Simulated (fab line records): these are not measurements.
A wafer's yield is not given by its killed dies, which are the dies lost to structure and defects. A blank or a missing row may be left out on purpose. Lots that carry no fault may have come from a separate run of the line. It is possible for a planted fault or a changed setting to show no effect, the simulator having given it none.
Code-filled problem report in 8D (eight disciplines) form | flow gf180mcu | the parts of the form that need people (team, actions taken, sign-off) are left out

== 1. THE PROBLEM ==
At GF_HV_LDD_IMPLANT_36, dose_ions_cm2 averages 7.176e+12 over 6 wafers from 2 lots, while fault-free wafers read 7.501e+12, standard deviation 7.8e+09. Relative to the usual mean, that is a shift of -42 standard deviations.
Seen first at day 13 20:44 on implanter-01, wafer L528.1. Wafers with a number at this step in the record: 42, from 14 lots. Rule for "out" (also "out of limits"): further than 4 standard deviations from the usual mean. Any other wafer with a number is counted as sound.

== 2. WHAT THIS IS AND IS NOT ==
question                    | is                     | is not
which readings at this step | dose_ions_cm2          | -
which lots                  | L528, L529             | L521, L522, L523, L524, L527, L532, L539, L540, L541, L542, L543, L544
which wafers of those lots  | all that have a number | -
read on which tools         | implanter-01           | implanter-02, implanter-03
when                        | from day 13 20:44      | up to then (15 sound wafers); but 21 sound wafers of L532, L539, L540, L541, L542, L543, L544 came after

== 3. SUSPECTS, AND WHAT RULES EACH OUT ==
Counting: a tool at a process step up to the reading stays a suspect if it ran every lot that is out and no sound lot after the first of them.
- implanter-01 at GF_HV_LDD_IMPLANT_36: ruled out as a lasting fault. The sound lots L539, L540, L541 went through it after L528, its earliest lot that is out (day 13 20:44).
Left after counting: nothing in the record.

== 4. THE CAUSE (what the simulator had put in) ==
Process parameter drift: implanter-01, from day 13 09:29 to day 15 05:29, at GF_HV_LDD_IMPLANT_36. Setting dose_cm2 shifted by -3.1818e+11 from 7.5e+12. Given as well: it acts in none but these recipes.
Counting ruled it out, wrongly.

== 5. THE CHAIN OF EFFECTS, in route order ==
Rows list readings where the struck wafers' mean (over those with a number) sits beyond 3 standard deviations from the usual. Readings are gone through only where the record gives a usual standard deviation; hours: the median, over the lots, of the time from a lot's start at the first step in this table giving one to that lot's start at this step; sigmas: the change measured in usual standard deviations.
hours | step                 | reading       | usual     | on struck wafers | change     | sigmas
0     | GF_HV_LDD_IMPLANT_36 | dose_ions_cm2 | 7.501e+12 | 7.176e+12        | -3.255e+11 | -42
The process steps in it:
- GF_HV_LDD_IMPLANT_36
Later measuring or inspecting steps at which every struck wafer that the step has a row for has a number for every such reading, and none has moved that far: GF_V1_THK_MEAS_03.

== 6. HOW IT WOULD HAVE BEEN CAUGHT EARLIER ==
In this record the first reading out of limits was taken at day 13 20:44, 11 hours after the fault began at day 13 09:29.
